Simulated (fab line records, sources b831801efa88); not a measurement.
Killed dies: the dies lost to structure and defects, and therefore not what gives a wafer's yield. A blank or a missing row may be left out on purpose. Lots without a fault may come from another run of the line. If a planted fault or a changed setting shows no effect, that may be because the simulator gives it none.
A single fault, viewed from 2 desks ; flow gf180mcu ; each desk has only its own numbers; what lay behind them comes last

## AT THE TOOL OWNER'S DESK: implanter-01
The tool's own readings at GF_VT_IMPLANT_IMPLANT_19, given as means over the sampled wafers that have a number, one for each lot that went through this tool. Marked OUT: a lot whose mean sits more than 4 standard deviations from the usual mean, which makes it out of limits; the brackets give that distance.
Columns: A = beam_on_s at GF_VT_IMPLANT_IMPLANT_19, usual 9.99 s; B = faraday_current_uA at GF_VT_IMPLANT_IMPLANT_19, usual 24.6
lot;first seen here;A;B
L522;day 6 04:35;9.91;24.7
L523;day 6 11:47;10.10;24.2
L526;day 7 08:34;10.04;24.5
L529;day 8 04:56;9.26;26.6 (+4.1) OUT
L530;day 8 11:50;9.25;26.8 (+4.5) OUT
L532;day 8 23:14;9.51;25.9
L545;day 12 07:52;10.13;24.1
This desk finds L529, L530 out of limits, L529 being first, at day 8 04:56 (faraday_current_uA at GF_VT_IMPLANT_IMPLANT_19). In limits: L522, L523, L526, L532, L545.

## METROLOGY DESK
Lot by lot, what the gauges showed, no matter which tool ran the lot: averages of those sampled wafers that carry a number. Marked OUT: a lot whose mean sits more than 4 standard deviations from the usual mean, which makes it out of limits; the brackets give that distance.
Columns: A = LVPWELL_TW at GF_LVPWELL_TW_MEAS_11, usual 556; B = VT_IMPLANT_TW at GF_VT_IMPLANT_TW_MEAS_10, usual 564; C = VT_IMPLANT_2_TW at GF_VT_IMPLANT_TW_MEAS_21, usual 1214
lot;first seen here;A;B;C
L522;day 3 20:47;558;565;1215
L523;day 4 02:07;551;558;1218
L526;day 4 20:17;560;564;1200
L529;day 5 14:14;556;556;1182
L530;day 5 20:19;560;567;1180
L532;day 6 06:40;548;570;1187
L533;day 6 10:53;554;561;1201
L539;day 7 20:02;555;562;1211
L540;day 8 04:26;550;562;1209
L541;day 8 11:19;560;562;1219
L542;day 8 15:23;556;564;1211
L544;day 9 00:56;556;569;1201
L545;day 9 06:00;560;569;1228
This desk's verdict: no lot among the 13 shows anything out of limits.

## BROUGHT TOGETHER
An alarm could have come from the tool owner's desk at day 8 04:56, on L529, L530.
Nothing out of limits was seen by the metrology desk.
The metrology desk has L529, L530 on record, within its limits.
On implanter-01, each named lot ran GF_VT_IMPLANT_IMPLANT_19.

## WHAT WAS PUT IN BY THE SIMULATOR
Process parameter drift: implanter-01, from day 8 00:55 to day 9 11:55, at GF_VT_IMPLANT_IMPLANT_19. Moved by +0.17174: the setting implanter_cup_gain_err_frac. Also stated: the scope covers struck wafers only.
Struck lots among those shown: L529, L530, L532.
Each desk's first reading out of limits, in hours after the fault started: the tool owner's desk, 4.
